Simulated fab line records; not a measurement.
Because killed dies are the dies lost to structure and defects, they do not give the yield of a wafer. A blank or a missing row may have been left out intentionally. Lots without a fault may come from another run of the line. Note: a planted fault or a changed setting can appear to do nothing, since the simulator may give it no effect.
The tool behind it: which one? / flow sky130 / 6 lots, 18 wafers sampled, at 4 steps of a route of 708

## WHAT THE GAUGES READ, wafer by wafer
SKY_VT_ADJUST_PCH_OVL_MEAS_07.
lot=L336; measured=day 11 00:18; on=overlay-01; VT_ADJUST_PCH_OVL (nm)=0.3 0.7 -2.6
lot=L339; measured=day 12 16:54; on=overlay-01; VT_ADJUST_PCH_OVL (nm)=-1.8 1.0 -0.7
lot=L344; measured=day 13 21:25; on=overlay-01; VT_ADJUST_PCH_OVL (nm)=0.9 0.1 1.0
lot=L350; measured=day 15 09:26; on=overlay-01; VT_ADJUST_PCH_OVL (nm)=0.0 -2.1 -3.3
lot=L352; measured=day 16 03:23; on=overlay-01; VT_ADJUST_PCH_OVL (nm)=-1.1 0.3 0.2
lot=L355; measured=day 17 10:25; on=overlay-02; VT_ADJUST_PCH_OVL (nm)=1.5 1.3 1.1

## EACH LOT AND THE TOOL THAT RAN IT (in order: tool; ch and the chambers of the sampled wafers; start)
lot=L336; SKY_FIELD_ISO_ETCH_14=rie_diel-02 ch 0,3, day 2 15:32; SKY_FIELD_ISO_CMP_27=cmp-02 ch 0,1,3, day 2 19:04; SKY_VT_ADJUST_PCH_EXPOSE_04=iline_stepper-01 ch 0, day 10 13:09
lot=L339; SKY_FIELD_ISO_ETCH_14=rie_diel-02 ch 1,2, day 3 07:56; SKY_FIELD_ISO_CMP_27=cmp-02 ch 2,3, day 3 21:25; SKY_VT_ADJUST_PCH_EXPOSE_04=iline_stepper-01 ch 0, day 12 05:58
lot=L344; SKY_FIELD_ISO_ETCH_14=rie_diel-01 ch 0,2,3, day 4 13:01; SKY_FIELD_ISO_CMP_27=cmp-02 ch 0,1,2, day 4 18:33; SKY_VT_ADJUST_PCH_EXPOSE_04=iline_stepper-01 ch 0, day 13 07:38
lot=L350; SKY_FIELD_ISO_ETCH_14=rie_diel-01 ch 1,2,3, day 5 16:46; SKY_FIELD_ISO_CMP_27=cmp-02 ch 0,2, day 5 21:39; SKY_VT_ADJUST_PCH_EXPOSE_04=iline_stepper-02 ch 0, day 14 20:01
lot=L352; SKY_FIELD_ISO_ETCH_14=rie_diel-03 ch 0,2,3, day 6 03:01; SKY_FIELD_ISO_CMP_27=cmp-02 ch 0,1,2, day 6 07:49; SKY_VT_ADJUST_PCH_EXPOSE_04=iline_stepper-02 ch 0, day 15 13:21
lot=L355; SKY_FIELD_ISO_ETCH_14=rie_diel-03 ch 0,2,3, day 6 20:34; SKY_FIELD_ISO_CMP_27=cmp-02 ch 1,2,3, day 7 04:28; SKY_VT_ADJUST_PCH_EXPOSE_04=iline_stepper-02 ch 0, day 16 19:32
- SKY_FIELD_ISO_ETCH_14: etches BARC in N2/H2, stops on SiO2, time 45.9 s, target depth 60 nm.
- SKY_FIELD_ISO_CMP_27: polishes, stops on Si3N4, t overpolish 16 s, target thk 457.8 nm.
- SKY_VT_ADJUST_PCH_EXPOSE_04: exposes mask NWM, target cd 840 nm.

## THE ANSWER, worked out from the rows above alone
Rule: the lots themselves supply what counts as usual. Put in order of their means at a reading, lots are off if they are a third of the lots or fewer, leave a main group of 4 or more, and stand apart from it by a gap of 3 or more times the standard deviation of the main group's means; of several such gaps the widest counts. A main group is skipped when, at the precision printed for the reading in the tables above, its means are all equal. A lot without any number at a reading at which 4 lots or more have one is off too. All remaining lots with rows at the step are treated as sound.
Nothing can be told from this: no lot is off at any reading shown.

## WHAT HAD BEEN PUT IN BY THE SIMULATOR
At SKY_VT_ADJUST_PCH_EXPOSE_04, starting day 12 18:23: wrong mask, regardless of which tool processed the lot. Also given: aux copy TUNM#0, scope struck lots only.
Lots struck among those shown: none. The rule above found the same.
